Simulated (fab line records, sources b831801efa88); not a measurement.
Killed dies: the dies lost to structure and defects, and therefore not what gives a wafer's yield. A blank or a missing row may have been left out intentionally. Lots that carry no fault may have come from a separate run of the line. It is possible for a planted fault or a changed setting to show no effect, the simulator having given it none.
fab line records / flow sky130
record lots=14 wafers=42 last-day=50
route steps=708 shown SD_N@356 SD_P@359 CONTACT@417
lots untouched by any fault: they come from a run of this same line in which no faults occurred
start-h: hours from the record's first day to the start of the lot's first wafer shown / wait-h: hours from the lot's prior step to this one / " repeats the value in the row above / L1.1+2: several wafers, shown together as one row / - either no value or no given start / * or withheld: withheld / < > ~ a bound
route shown NAME@n: names a module that has steps shown in the file, with the first one's number in the route / usual: the fault-free wafers' mean and standard deviation / same: alike in all rows / chamber/n: place in a boat / sites: the reading at each site / _std_site: standard deviation across them / _edge_site: outer sites' mean less inner sites' / radius-mm: for every site, how far away it sits from the centre of the wafer / mask NAME#n: copy n / behind: the most recent tool/chamber to have shaped the wafer / hold: the reason the lot was held/the length of the hold in hours/how it ended / device: transistor that didn't switch, given as n, p or np / end of line: at the end of the route, the tests of the same wafers / a step with no rows: only its recipe / killed: not the wafer's yield, but the dies lost to structure and defects at the first sort / map: a wafer's dies, x killed, . not, _ none there
set.NAME: the setting that was run; set.NAME@STEP: the one run at that earlier step / model.NAME: the simulator's own value behind a step, which no gauge read
a sample of lots followed through the steps of the route, with each step as a table and each wafer as a row
services: a tool's chamber out of use, with start hour (start-h, from the record's first day; less than 0 if before it), hours out, and reason
## steps
# step SKY_SD_N_RTA_14
# recipe temp-c=1075 time-s=2 idle-temp-c=650 ramp-up-c-per-s=150 ramp-down-c-per-s=90 ambient=N2
# usual lamp-power-pct=15.73/0.056 wafer_temp_C_max=1078.0/1.4
lot.wafer=L881.2 tool=rtp-anneal-01 chamber=0 start-h=651.15 wait-h=0.0 lamp-power-pct=15.78 wafer_temp_C_max=1078.2
lot.wafer=L881.5 tool=rtp-anneal-01 chamber=0 start-h=651.15 wait-h=0.0 lamp-power-pct=15.77 wafer_temp_C_max=1077.7
lot.wafer=L881.6 tool=rtp-anneal-01 chamber=0 start-h=651.15 wait-h=0.0 lamp-power-pct=15.67 wafer_temp_C_max=1079.0
lot.wafer=L880.1 tool=rtp-anneal-02 chamber=0 start-h=651.54 wait-h=0.0 lamp-power-pct=15.75 wafer_temp_C_max=1078.8
lot.wafer=L880.3 tool=rtp-anneal-02 chamber=0 start-h=651.54 wait-h=0.0 lamp-power-pct=15.74 wafer_temp_C_max=1079.4
lot.wafer=L880.5 tool=rtp-anneal-02 chamber=0 start-h=651.54 wait-h=0.0 lamp-power-pct=15.62 wafer_temp_C_max=1079.2
lot.wafer=L882.4 tool=rtp-anneal-01 chamber=0 start-h=659.01 wait-h=0.0 lamp-power-pct=15.76 wafer_temp_C_max=1077.3
lot.wafer=L882.5 tool=rtp-anneal-01 chamber=0 start-h=659.01 wait-h=0.0 lamp-power-pct=15.82 wafer_temp_C_max=1076.8
lot.wafer=L882.6 tool=rtp-anneal-01 chamber=0 start-h=659.01 wait-h=0.0 lamp-power-pct=15.78 wafer_temp_C_max=1079.8
lot.wafer=L885.1 tool=rtp-anneal-01 chamber=0 start-h=689.82 wait-h=0.0 lamp-power-pct=15.79 wafer_temp_C_max=1080.2
lot.wafer=L885.2 tool=rtp-anneal-01 chamber=0 start-h=689.82 wait-h=0.0 lamp-power-pct=15.68 wafer_temp_C_max=1076.7
lot.wafer=L885.4 tool=rtp-anneal-01 chamber=0 start-h=689.82 wait-h=0.0 lamp-power-pct=15.71 wafer_temp_C_max=1077.0
lot.wafer=L884.1 tool=rtp-anneal-02 chamber=0 start-h=691.54 wait-h=0.0 lamp-power-pct=15.71 wafer_temp_C_max=1080.6
lot.wafer=L884.3 tool=rtp-anneal-02 chamber=0 start-h=691.54 wait-h=0.0 lamp-power-pct=15.80 wafer_temp_C_max=1080.0
lot.wafer=L884.5 tool=rtp-anneal-02 chamber=0 start-h=691.54 wait-h=0.0 lamp-power-pct=15.71 wafer_temp_C_max=1077.3
lot.wafer=L886.3 tool=rtp-anneal-01 chamber=0 start-h=692.56 wait-h=0.0 lamp-power-pct=15.69 wafer_temp_C_max=1075.3
lot.wafer=L886.4 tool=rtp-anneal-01 chamber=0 start-h=692.56 wait-h=0.0 lamp-power-pct=15.75 wafer_temp_C_max=1078.1
lot.wafer=L886.6 tool=rtp-anneal-01 chamber=0 start-h=692.56 wait-h=0.0 lamp-power-pct=15.76 wafer_temp_C_max=1077.3
lot.wafer=L887.2 tool=rtp-anneal-02 chamber=0 start-h=709.70 wait-h=0.0 lamp-power-pct=15.74 wafer_temp_C_max=1075.8
lot.wafer=L887.3 tool=rtp-anneal-02 chamber=0 start-h=709.70 wait-h=0.0 lamp-power-pct=15.70 wafer_temp_C_max=1080.1
lot.wafer=L887.5 tool=rtp-anneal-02 chamber=0 start-h=709.70 wait-h=0.0 lamp-power-pct=15.80 wafer_temp_C_max=1081.0
lot.wafer=L889.1 tool=rtp-anneal-02 chamber=0 start-h=726.97 wait-h=0.0 lamp-power-pct=15.75 wafer_temp_C_max=1077.2
lot.wafer=L889.5 tool=rtp-anneal-02 chamber=0 start-h=726.97 wait-h=0.0 lamp-power-pct=15.80 wafer_temp_C_max=1078.2
lot.wafer=L889.6 tool=rtp-anneal-02 chamber=0 start-h=726.97 wait-h=0.0 lamp-power-pct=15.78 wafer_temp_C_max=1081.1
lot.wafer=L890.1 tool=rtp-anneal-01 chamber=0 start-h=728.16 wait-h=0.0 lamp-power-pct=15.75 wafer_temp_C_max=1081.0
lot.wafer=L890.2 tool=rtp-anneal-01 chamber=0 start-h=728.16 wait-h=0.0 lamp-power-pct=15.70 wafer_temp_C_max=1077.1
lot.wafer=L890.4 tool=rtp-anneal-01 chamber=0 start-h=728.16 wait-h=0.0 lamp-power-pct=15.72 wafer_temp_C_max=1078.6
lot.wafer=L897.3 tool=rtp-anneal-01 chamber=0 start-h=794.93 wait-h=0.0 lamp-power-pct=15.76 wafer_temp_C_max=1077.7
lot.wafer=L897.5 tool=rtp-anneal-01 chamber=0 start-h=794.93 wait-h=0.0 lamp-power-pct=15.77 wafer_temp_C_max=1075.7
lot.wafer=L897.6 tool=rtp-anneal-01 chamber=0 start-h=794.93 wait-h=0.0 lamp-power-pct=15.74 wafer_temp_C_max=1077.8
lot.wafer=L899.1 tool=rtp-anneal-02 chamber=0 start-h=797.67 wait-h=0.0 lamp-power-pct=15.62 wafer_temp_C_max=1077.9
lot.wafer=L899.4 tool=rtp-anneal-02 chamber=0 start-h=797.67 wait-h=0.0 lamp-power-pct=15.64 wafer_temp_C_max=1077.5
lot.wafer=L899.5 tool=rtp-anneal-02 chamber=0 start-h=797.67 wait-h=0.0 lamp-power-pct=15.71 wafer_temp_C_max=1078.6
lot.wafer=L901.2 tool=rtp-anneal-02 chamber=0 start-h=810.70 wait-h=0.0 lamp-power-pct=15.76 wafer_temp_C_max=1081.7
lot.wafer=L901.3 tool=rtp-anneal-02 chamber=0 start-h=810.70 wait-h=0.0 lamp-power-pct=15.71 wafer_temp_C_max=1076.3
lot.wafer=L901.5 tool=rtp-anneal-02 chamber=0 start-h=810.70 wait-h=0.0 lamp-power-pct=15.80 wafer_temp_C_max=1078.4
lot.wafer=L902.1 tool=rtp-anneal-01 chamber=0 start-h=811.17 wait-h=0.0 lamp-power-pct=15.69 wafer_temp_C_max=1078.3
lot.wafer=L902.3 tool=rtp-anneal-01 chamber=0 start-h=811.17 wait-h=0.0 lamp-power-pct=15.63 wafer_temp_C_max=1076.4
lot.wafer=L902.5 tool=rtp-anneal-01 chamber=0 start-h=811.17 wait-h=0.0 lamp-power-pct=15.71 wafer_temp_C_max=1079.1
lot.wafer=L903.1 tool=rtp-anneal-02 chamber=0 start-h=822.50 wait-h=0.0 lamp-power-pct=15.76 wafer_temp_C_max=1080.2
lot.wafer=L903.2 tool=rtp-anneal-02 chamber=0 start-h=822.50 wait-h=0.0 lamp-power-pct=15.73 wafer_temp_C_max=1076.7
lot.wafer=L903.6 tool=rtp-anneal-02 chamber=0 start-h=822.50 wait-h=0.0 lamp-power-pct=15.82 wafer_temp_C_max=1077.1
# step SKY_SD_N_RS_MEAS_17
# recipe thk-meas-gauge=four-point-probe
# usual SD_P_RS=147.1/0.36
lot.wafer=L881.2 tool=film-metro-03 chamber=- start-h=651.45 wait-h=0.1 SD_P_RS[ohm/sq]=146.5
lot.wafer=L881.5 tool=film-metro-03 chamber=- start-h=651.45 wait-h=0.1 SD_P_RS[ohm/sq]=146.5
lot.wafer=L881.6 tool=film-metro-03 chamber=- start-h=651.45 wait-h=0.1 SD_P_RS[ohm/sq]=146.7
lot.wafer=L880.1 tool=film-metro-01 chamber=- start-h=651.84 wait-h=0.1 SD_P_RS[ohm/sq]=147.2
lot.wafer=L880.3 tool=film-metro-01 chamber=- start-h=651.84 wait-h=0.1 SD_P_RS[ohm/sq]=147.5
lot.wafer=L880.5 tool=film-metro-01 chamber=- start-h=651.84 wait-h=0.1 SD_P_RS[ohm/sq]=147.3
lot.wafer=L882.4 tool=film-metro-01 chamber=- start-h=659.34 wait-h=0.1 SD_P_RS[ohm/sq]=147.2
lot.wafer=L882.5 tool=film-metro-01 chamber=- start-h=659.34 wait-h=0.1 SD_P_RS[ohm/sq]=147.4
lot.wafer=L882.6 tool=film-metro-01 chamber=- start-h=659.34 wait-h=0.1 SD_P_RS[ohm/sq]=146.9
lot.wafer=L885.1 tool=film-metro-01 chamber=- start-h=690.11 wait-h=0.1 SD_P_RS[ohm/sq]=147.9
lot.wafer=L885.2 tool=film-metro-01 chamber=- start-h=690.11 wait-h=0.1 SD_P_RS[ohm/sq]=147.7
lot.wafer=L885.4 tool=film-metro-01 chamber=- start-h=690.11 wait-h=0.1 SD_P_RS[ohm/sq]=147.7
lot.wafer=L884.1 tool=film-metro-01 chamber=- start-h=691.83 wait-h=0.1 SD_P_RS[ohm/sq]=147.6
lot.wafer=L884.3 tool=film-metro-01 chamber=- start-h=691.83 wait-h=0.1 SD_P_RS[ohm/sq]=147.8
lot.wafer=L884.5 tool=film-metro-01 chamber=- start-h=691.83 wait-h=0.1 SD_P_RS[ohm/sq]=147.6
lot.wafer=L886.3 tool=film-metro-01 chamber=- start-h=692.88 wait-h=0.1 SD_P_RS[ohm/sq]=147.0
lot.wafer=L886.4 tool=film-metro-01 chamber=- start-h=692.88 wait-h=0.1 SD_P_RS[ohm/sq]=147.0
lot.wafer=L886.6 tool=film-metro-01 chamber=- start-h=692.88 wait-h=0.1 SD_P_RS[ohm/sq]=147.4
lot.wafer=L887.2 tool=film-metro-01 chamber=- start-h=710.00 wait-h=0.1 SD_P_RS[ohm/sq]=147.0
lot.wafer=L887.3 tool=film-metro-01 chamber=- start-h=710.00 wait-h=0.1 SD_P_RS[ohm/sq]=147.6
lot.wafer=L887.5 tool=film-metro-01 chamber=- start-h=710.00 wait-h=0.1 SD_P_RS[ohm/sq]=147.4
lot.wafer=L889.1 tool=film-metro-01 chamber=- start-h=727.26 wait-h=0.1 SD_P_RS[ohm/sq]=147.2
lot.wafer=L889.5 tool=film-metro-01 chamber=- start-h=727.26 wait-h=0.1 SD_P_RS[ohm/sq]=147.5
lot.wafer=L889.6 tool=film-metro-01 chamber=- start-h=727.26 wait-h=0.1 SD_P_RS[ohm/sq]=147.3
lot.wafer=L890.1 tool=film-metro-01 chamber=- start-h=728.45 wait-h=0.1 SD_P_RS[ohm/sq]=146.8
lot.wafer=L890.2 tool=film-metro-01 chamber=- start-h=728.45 wait-h=0.1 SD_P_RS[ohm/sq]=146.8
lot.wafer=L890.4 tool=film-metro-01 chamber=- start-h=728.45 wait-h=0.1 SD_P_RS[ohm/sq]=146.8
lot.wafer=L897.3 tool=film-metro-02 chamber=- start-h=795.24 wait-h=0.1 SD_P_RS[ohm/sq]=146.3
lot.wafer=L897.5 tool=film-metro-02 chamber=- start-h=795.24 wait-h=0.1 SD_P_RS[ohm/sq]=147.1
lot.wafer=L897.6 tool=film-metro-02 chamber=- start-h=795.24 wait-h=0.1 SD_P_RS[ohm/sq]=146.7
lot.wafer=L899.1 tool=film-metro-03 chamber=- start-h=797.96 wait-h=0.1 SD_P_RS[ohm/sq]=147.4
lot.wafer=L899.4 tool=film-metro-03 chamber=- start-h=797.96 wait-h=0.1 SD_P_RS[ohm/sq]=147.8
lot.wafer=L899.5 tool=film-metro-03 chamber=- start-h=797.96 wait-h=0.1 SD_P_RS[ohm/sq]=147.4
lot.wafer=L901.2 tool=film-metro-03 chamber=- start-h=811.00 wait-h=0.1 SD_P_RS[ohm/sq]=147.0
lot.wafer=L901.3 tool=film-metro-03 chamber=- start-h=811.00 wait-h=0.1 SD_P_RS[ohm/sq]=146.9
lot.wafer=L901.5 tool=film-metro-03 chamber=- start-h=811.00 wait-h=0.1 SD_P_RS[ohm/sq]=147.5
lot.wafer=L902.1 tool=film-metro-01 chamber=- start-h=811.46 wait-h=0.1 SD_P_RS[ohm/sq]=147.4
lot.wafer=L902.3 tool=film-metro-01 chamber=- start-h=811.46 wait-h=0.1 SD_P_RS[ohm/sq]=147.5
lot.wafer=L902.5 tool=film-metro-01 chamber=- start-h=811.46 wait-h=0.1 SD_P_RS[ohm/sq]=147.3
lot.wafer=L903.1 tool=film-metro-02 chamber=- start-h=822.79 wait-h=0.1 SD_P_RS[ohm/sq]=146.7
lot.wafer=L903.2 tool=film-metro-02 chamber=- start-h=822.79 wait-h=0.1 SD_P_RS[ohm/sq]=146.9
lot.wafer=L903.6 tool=film-metro-02 chamber=- start-h=822.79 wait-h=0.1 SD_P_RS[ohm/sq]=147.1
# step SKY_CONTACT_EXPOSE_11
# recipe mask-id=CTM1 na=0.8 source-shape=annular sigma-inner=0.55 sigma-outer=0.85 target-cd-nm=170 dose-mj=38
# usual exposure-dose-mJ-cm2=37.93/0.044 focus-offset-nm=0.0/0.56 stage-vel-mm-s=499.99/0.26
lot.wafer=L881.2 tool=krf-scanner-02 chamber=0 start-h=723.54 wait-h=- mask=CTM1#0 exposure-dose-mJ-cm2=37.98 focus-offset-nm=-0.7 stage-vel-mm-s=500.20
lot.wafer=L881.5 tool=krf-scanner-02 chamber=0 start-h=723.54 wait-h=- mask=CTM1#0 exposure-dose-mJ-cm2=37.94 focus-offset-nm=-1.6 stage-vel-mm-s=499.92
lot.wafer=L881.6 tool=krf-scanner-02 chamber=0 start-h=723.54 wait-h=- mask=CTM1#0 exposure-dose-mJ-cm2=37.97 focus-offset-nm=-0.2 stage-vel-mm-s=500.48
lot.wafer=L880.1 tool=krf-scanner-01 chamber=0 start-h=724.99 wait-h=- mask=CTM1#0 exposure-dose-mJ-cm2=37.98 focus-offset-nm=0.6 stage-vel-mm-s=499.84
lot.wafer=L880.3 tool=krf-scanner-01 chamber=0 start-h=724.99 wait-h=- mask=CTM1#0 exposure-dose-mJ-cm2=37.92 focus-offset-nm=0.6 stage-vel-mm-s=499.58
lot.wafer=L880.5 tool=krf-scanner-01 chamber=0 start-h=724.99 wait-h=- mask=CTM1#0 exposure-dose-mJ-cm2=37.96 focus-offset-nm=0.4 stage-vel-mm-s=499.68
lot.wafer=L882.4 tool=krf-scanner-01 chamber=0 start-h=732.49 wait-h=- mask=CTM1#0 exposure-dose-mJ-cm2=37.94 focus-offset-nm=0.3 stage-vel-mm-s=499.98
lot.wafer=L882.5 tool=krf-scanner-01 chamber=0 start-h=732.49 wait-h=- mask=CTM1#0 exposure-dose-mJ-cm2=37.96 focus-offset-nm=1.2 stage-vel-mm-s=499.73
lot.wafer=L882.6 tool=krf-scanner-01 chamber=0 start-h=732.49 wait-h=- mask=CTM1#0 exposure-dose-mJ-cm2=37.92 focus-offset-nm=0.1 stage-vel-mm-s=499.99
lot.wafer=L885.1 tool=krf-scanner-01 chamber=0 start-h=761.41 wait-h=- mask=CTM1#0 exposure-dose-mJ-cm2=37.88 focus-offset-nm=0.5 stage-vel-mm-s=500.13
lot.wafer=L885.2 tool=krf-scanner-01 chamber=0 start-h=761.41 wait-h=- mask=CTM1#0 exposure-dose-mJ-cm2=37.85 focus-offset-nm=-0.6 stage-vel-mm-s=500.51
lot.wafer=L885.4 tool=krf-scanner-01 chamber=0 start-h=761.41 wait-h=- mask=CTM1#0 exposure-dose-mJ-cm2=37.91 focus-offset-nm=-0.3 stage-vel-mm-s=499.97
lot.wafer=L884.1 tool=krf-scanner-02 chamber=0 start-h=764.64 wait-h=- mask=CTM1#0 exposure-dose-mJ-cm2=37.97 focus-offset-nm=-1.3 stage-vel-mm-s=499.85
lot.wafer=L884.3 tool=krf-scanner-02 chamber=0 start-h=764.64 wait-h=- mask=CTM1#0 exposure-dose-mJ-cm2=37.99 focus-offset-nm=-1.0 stage-vel-mm-s=499.94
lot.wafer=L884.5 tool=krf-scanner-02 chamber=0 start-h=764.64 wait-h=- mask=CTM1#0 exposure-dose-mJ-cm2=37.99 focus-offset-nm=-0.5 stage-vel-mm-s=499.81
lot.wafer=L886.3 tool=krf-scanner-01 chamber=0 start-h=765.83 wait-h=- mask=CTM1#0 exposure-dose-mJ-cm2=37.95 focus-offset-nm=-0.3 stage-vel-mm-s=500.16
lot.wafer=L886.4 tool=krf-scanner-01 chamber=0 start-h=765.83 wait-h=- mask=CTM1#0 exposure-dose-mJ-cm2=37.92 focus-offset-nm=-0.8 stage-vel-mm-s=499.84
lot.wafer=L886.6 tool=krf-scanner-01 chamber=0 start-h=765.83 wait-h=- mask=CTM1#0 exposure-dose-mJ-cm2=37.94 focus-offset-nm=-0.2 stage-vel-mm-s=499.99
lot.wafer=L887.2 tool=krf-scanner-01 chamber=0 start-h=781.89 wait-h=- mask=CTM1#0 exposure-dose-mJ-cm2=37.93 focus-offset-nm=0.5 stage-vel-mm-s=500.14
lot.wafer=L887.3 tool=krf-scanner-01 chamber=0 start-h=781.89 wait-h=- mask=CTM1#0 exposure-dose-mJ-cm2=37.95 focus-offset-nm=0.1 stage-vel-mm-s=499.90
lot.wafer=L887.5 tool=krf-scanner-01 chamber=0 start-h=781.89 wait-h=- mask=CTM1#0 exposure-dose-mJ-cm2=38.05 focus-offset-nm=0.7 stage-vel-mm-s=500.11
lot.wafer=L889.1 tool=krf-scanner-02 chamber=- start-h=799.78 wait-h=- mask=CTM1#0 exposure-dose-mJ-cm2=- focus-offset-nm=- stage-vel-mm-s=-
lot.wafer=L889.5 tool=krf-scanner-02 chamber=- start-h=799.78 wait-h=- mask=CTM1#0 exposure-dose-mJ-cm2=- focus-offset-nm=- stage-vel-mm-s=-
lot.wafer=L889.6 tool=krf-scanner-02 chamber=- start-h=799.78 wait-h=- mask=CTM1#0 exposure-dose-mJ-cm2=- focus-offset-nm=- stage-vel-mm-s=-
lot.wafer=L890.1 tool=krf-scanner-01 chamber=- start-h=800.02 wait-h=- mask=CTM1#0 exposure-dose-mJ-cm2=- focus-offset-nm=- stage-vel-mm-s=-
lot.wafer=L890.2 tool=krf-scanner-01 chamber=- start-h=800.02 wait-h=- mask=CTM1#0 exposure-dose-mJ-cm2=- focus-offset-nm=- stage-vel-mm-s=-
lot.wafer=L890.4 tool=krf-scanner-01 chamber=- start-h=800.02 wait-h=- mask=CTM1#0 exposure-dose-mJ-cm2=- focus-offset-nm=- stage-vel-mm-s=-
lot.wafer=L897.3 tool=krf-scanner-01 chamber=0 start-h=865.37 wait-h=- mask=CTM1#0 exposure-dose-mJ-cm2=37.90 focus-offset-nm=-0.2 stage-vel-mm-s=500.13
lot.wafer=L897.5 tool=krf-scanner-01 chamber=0 start-h=865.37 wait-h=- mask=CTM1#0 exposure-dose-mJ-cm2=37.93 focus-offset-nm=0.6 stage-vel-mm-s=500.30
lot.wafer=L897.6 tool=krf-scanner-01 chamber=0 start-h=865.37 wait-h=- mask=CTM1#0 exposure-dose-mJ-cm2=37.90 focus-offset-nm=-0.3 stage-vel-mm-s=500.27
lot.wafer=L899.1 tool=krf-scanner-01 chamber=0 start-h=866.56 wait-h=- mask=CTM1#0 exposure-dose-mJ-cm2=37.90 focus-offset-nm=0.0 stage-vel-mm-s=499.89
lot.wafer=L899.4 tool=krf-scanner-01 chamber=0 start-h=866.56 wait-h=- mask=CTM1#0 exposure-dose-mJ-cm2=37.93 focus-offset-nm=-0.7 stage-vel-mm-s=499.67
lot.wafer=L899.5 tool=krf-scanner-01 chamber=0 start-h=866.56 wait-h=- mask=CTM1#0 exposure-dose-mJ-cm2=37.90 focus-offset-nm=-0.6 stage-vel-mm-s=499.90
lot.wafer=L901.2 tool=krf-scanner-01 chamber=0 start-h=880.20 wait-h=- mask=CTM1#0 exposure-dose-mJ-cm2=37.86 focus-offset-nm=-0.2 stage-vel-mm-s=499.86
lot.wafer=L901.3 tool=krf-scanner-01 chamber=0 start-h=880.20 wait-h=- mask=CTM1#0 exposure-dose-mJ-cm2=37.87 focus-offset-nm=0.3 stage-vel-mm-s=499.93
lot.wafer=L901.5 tool=krf-scanner-01 chamber=0 start-h=880.20 wait-h=- mask=CTM1#0 exposure-dose-mJ-cm2=37.89 focus-offset-nm=1.3 stage-vel-mm-s=500.13
lot.wafer=L902.1 tool=krf-scanner-01 chamber=0 start-h=880.63 wait-h=- mask=CTM1#0 exposure-dose-mJ-cm2=37.98 focus-offset-nm=-0.1 stage-vel-mm-s=500.09
lot.wafer=L902.3 tool=krf-scanner-01 chamber=0 start-h=880.63 wait-h=- mask=CTM1#0 exposure-dose-mJ-cm2=37.96 focus-offset-nm=0.1 stage-vel-mm-s=500.03
lot.wafer=L902.5 tool=krf-scanner-01 chamber=0 start-h=880.63 wait-h=- mask=CTM1#0 exposure-dose-mJ-cm2=37.96 focus-offset-nm=0.1 stage-vel-mm-s=500.60
lot.wafer=L903.1 tool=krf-scanner-01 chamber=0 start-h=890.97 wait-h=- mask=CTM1#0 exposure-dose-mJ-cm2=37.89 focus-offset-nm=-0.7 stage-vel-mm-s=500.31
lot.wafer=L903.2 tool=krf-scanner-01 chamber=0 start-h=890.97 wait-h=- mask=CTM1#0 exposure-dose-mJ-cm2=37.92 focus-offset-nm=0.2 stage-vel-mm-s=500.14
lot.wafer=L903.6 tool=krf-scanner-01 chamber=0 start-h=890.97 wait-h=- mask=CTM1#0 exposure-dose-mJ-cm2=37.92 focus-offset-nm=-0.5 stage-vel-mm-s=500.43
# step SKY_CONTACT_CD_MEAS_14
# recipe target-cd-nm=170
# usual cd-nm=169.9/1
lot.wafer=L881.2 tool=cd-sem-01 chamber=- start-h=737.10 wait-h=- cd-nm=169.8
lot.wafer=L881.5 tool=cd-sem-01 chamber=- start-h=737.10 wait-h=- cd-nm=170.9
lot.wafer=L881.6 tool=cd-sem-01 chamber=- start-h=737.10 wait-h=- cd-nm=171.2
lot.wafer=L880.1 tool=cd-sem-01 chamber=- start-h=738.42 wait-h=- cd-nm=171.0
lot.wafer=L880.3 tool=cd-sem-01 chamber=- start-h=738.42 wait-h=- cd-nm=169.8
lot.wafer=L880.5 tool=cd-sem-01 chamber=- start-h=738.42 wait-h=- cd-nm=171.1
lot.wafer=L882.4 tool=cd-sem-01 chamber=- start-h=746.67 wait-h=- cd-nm=169.2
lot.wafer=L882.5 tool=cd-sem-01 chamber=- start-h=746.67 wait-h=- cd-nm=168.9
lot.wafer=L882.6 tool=cd-sem-01 chamber=- start-h=746.67 wait-h=- cd-nm=168.3
lot.wafer=L885.1 tool=cd-sem-01 chamber=- start-h=774.81 wait-h=- cd-nm=169.2
lot.wafer=L885.2 tool=cd-sem-01 chamber=- start-h=774.81 wait-h=- cd-nm=171.0
lot.wafer=L885.4 tool=cd-sem-01 chamber=- start-h=774.81 wait-h=- cd-nm=170.8
lot.wafer=L884.1 tool=cd-sem-02 chamber=- start-h=778.12 wait-h=- cd-nm=169.3
lot.wafer=L884.3 tool=cd-sem-02 chamber=- start-h=778.12 wait-h=- cd-nm=170.1
lot.wafer=L884.5 tool=cd-sem-02 chamber=- start-h=778.12 wait-h=- cd-nm=169.6
lot.wafer=L886.3 tool=cd-sem-02 chamber=- start-h=778.97 wait-h=- cd-nm=169.3
lot.wafer=L886.4 tool=cd-sem-02 chamber=- start-h=778.97 wait-h=- cd-nm=169.6
lot.wafer=L886.6 tool=cd-sem-02 chamber=- start-h=778.97 wait-h=- cd-nm=170.8
lot.wafer=L887.2 tool=cd-sem-02 chamber=- start-h=795.14 wait-h=- cd-nm=170.6
lot.wafer=L887.3 tool=cd-sem-02 chamber=- start-h=795.14 wait-h=- cd-nm=169.2
lot.wafer=L887.5 tool=cd-sem-02 chamber=- start-h=795.14 wait-h=- cd-nm=170.9
lot.wafer=L889.1 tool=cd-sem-01 chamber=- start-h=812.11 wait-h=- cd-nm=-
lot.wafer=L889.5 tool=cd-sem-01 chamber=- start-h=812.11 wait-h=- cd-nm=-
lot.wafer=L889.6 tool=cd-sem-01 chamber=- start-h=812.11 wait-h=- cd-nm=-
lot.wafer=L890.1 tool=cd-sem-02 chamber=- start-h=812.57 wait-h=- cd-nm=-
lot.wafer=L890.2 tool=cd-sem-02 chamber=- start-h=812.57 wait-h=- cd-nm=-
lot.wafer=L890.4 tool=cd-sem-02 chamber=- start-h=812.57 wait-h=- cd-nm=-
lot.wafer=L897.3 tool=cd-sem-02 chamber=- start-h=878.06 wait-h=- cd-nm=168.8
lot.wafer=L897.5 tool=cd-sem-02 chamber=- start-h=878.06 wait-h=- cd-nm=170.4
lot.wafer=L897.6 tool=cd-sem-02 chamber=- start-h=878.06 wait-h=- cd-nm=169.5
lot.wafer=L899.1 tool=cd-sem-02 chamber=- start-h=879.71 wait-h=- cd-nm=170.2
lot.wafer=L899.4 tool=cd-sem-02 chamber=- start-h=879.71 wait-h=- cd-nm=170.3
lot.wafer=L899.5 tool=cd-sem-02 chamber=- start-h=879.71 wait-h=- cd-nm=169.5
lot.wafer=L901.2 tool=cd-sem-02 chamber=- start-h=892.54 wait-h=- cd-nm=169.4
lot.wafer=L901.3 tool=cd-sem-02 chamber=- start-h=892.54 wait-h=- cd-nm=169.5
lot.wafer=L901.5 tool=cd-sem-02 chamber=- start-h=892.54 wait-h=- cd-nm=168.4
lot.wafer=L902.1 tool=cd-sem-02 chamber=- start-h=893.48 wait-h=- cd-nm=169.4
lot.wafer=L902.3 tool=cd-sem-02 chamber=- start-h=893.48 wait-h=- cd-nm=170.8
lot.wafer=L902.5 tool=cd-sem-02 chamber=- start-h=893.48 wait-h=- cd-nm=169.2
lot.wafer=L903.1 tool=cd-sem-01 chamber=- start-h=903.77 wait-h=- cd-nm=172.1
lot.wafer=L903.2 tool=cd-sem-01 chamber=- start-h=903.77 wait-h=- cd-nm=171.5
lot.wafer=L903.6 tool=cd-sem-01 chamber=- start-h=903.77 wait-h=- cd-nm=171.8
## services
tool=krf-scanner-02 chamber=- start-h=640.72 hours=1.3 kind=pm
tool=krf-scanner-02 chamber=- start-h=644.62 hours=0.4 kind=repair
tool=krf-scanner-01 chamber=0 start-h=661.71 hours=- kind=calibration
tool=krf-scanner-01 chamber=- start-h=693.62 hours=0.4 kind=repair
tool=krf-scanner-01 chamber=- start-h=710.35 hours=4.0 kind=pm
tool=krf-scanner-02 chamber=0 start-h=710.78 hours=- kind=calibration
tool=krf-scanner-02 chamber=- start-h=730.41 hours=0.8 kind=pm
tool=krf-scanner-02 chamber=- start-h=731.16 hours=21.0 kind=pm
tool=krf-scanner-02 chamber=- start-h=752.16 hours=4.0 kind=pm
tool=krf-scanner-02 chamber=- start-h=756.04 hours=0.7 kind=repair
tool=krf-scanner-02 chamber=- start-h=756.70 hours=1.0 kind=pm
tool=krf-scanner-01 chamber=- start-h=757.70 hours=0.8 kind=pm
tool=krf-scanner-01 chamber=- start-h=764.13 hours=1.5 kind=repair
tool=krf-scanner-01 chamber=- start-h=765.91 hours=1.0 kind=pm
tool=krf-scanner-02 chamber=- start-h=768.15 hours=9.2 kind=repair
tool=krf-scanner-01 chamber=- start-h=787.23 hours=1.3 kind=pm
tool=krf-scanner-01 chamber=- start-h=789.63 hours=0.4 kind=repair
tool=krf-scanner-02 chamber=- start-h=795.02 hours=4.4 kind=pm
tool=krf-scanner-01 chamber=- start-h=804.65 hours=5.2 kind=repair
tool=krf-scanner-02 chamber=- start-h=816.62 hours=1.3 kind=pm
tool=krf-scanner-01 chamber=0 start-h=830.22 hours=- kind=calibration
tool=krf-scanner-02 chamber=- start-h=836.71 hours=3.8 kind=repair
tool=krf-scanner-02 chamber=- start-h=848.26 hours=80.5 kind=repair
tool=rtp-anneal-01 chamber=- start-h=862.61 hours=3.4 kind=pm
## key
first-sign step=SKY_CONTACT_EXPOSE_11 reading=tool-record direction=missing
effect none on later readings
met-at SKY_CONTACT_EXPOSE_11
struck-lots L889,L890
later-rows-left-out L889.1,L889.5,L889.6,L890.1,L890.2,L890.4
sort-left-out L889.1,L889.5,L889.6,L890.1,L890.2,L890.4
tester-left-out L889,L890
not-acting-at SKY_SD_N_RTA_14,SKY_SD_N_RS_MEAS_17,SKY_CONTACT_CD_MEAS_14
onset-between 781.89 799.78
fault kind=skipped-step-whole tool=krf-scanner-01,krf-scanner-02 chamber=- onset-h=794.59 steps=SKY_CONTACT_EXPOSE_11 scope=struck-lots-only
# tester-left-out: of these lots the tester's yield and bins aren't shown, on N5 and GAA mostly nor the transistor test; their killed dies are dies lost to structure and defects alone, not to doping, threshold or leakage, so they don't give the yield
# sort-left-out: the simulated sort isn't trusted on such a fault, so these wafers' sort isn't shown, and their yield isn't known
# later-rows-left-out: the simulator's readings of these wafers behind a module that went badly wrong aren't trusted and aren't shown, but for the sort
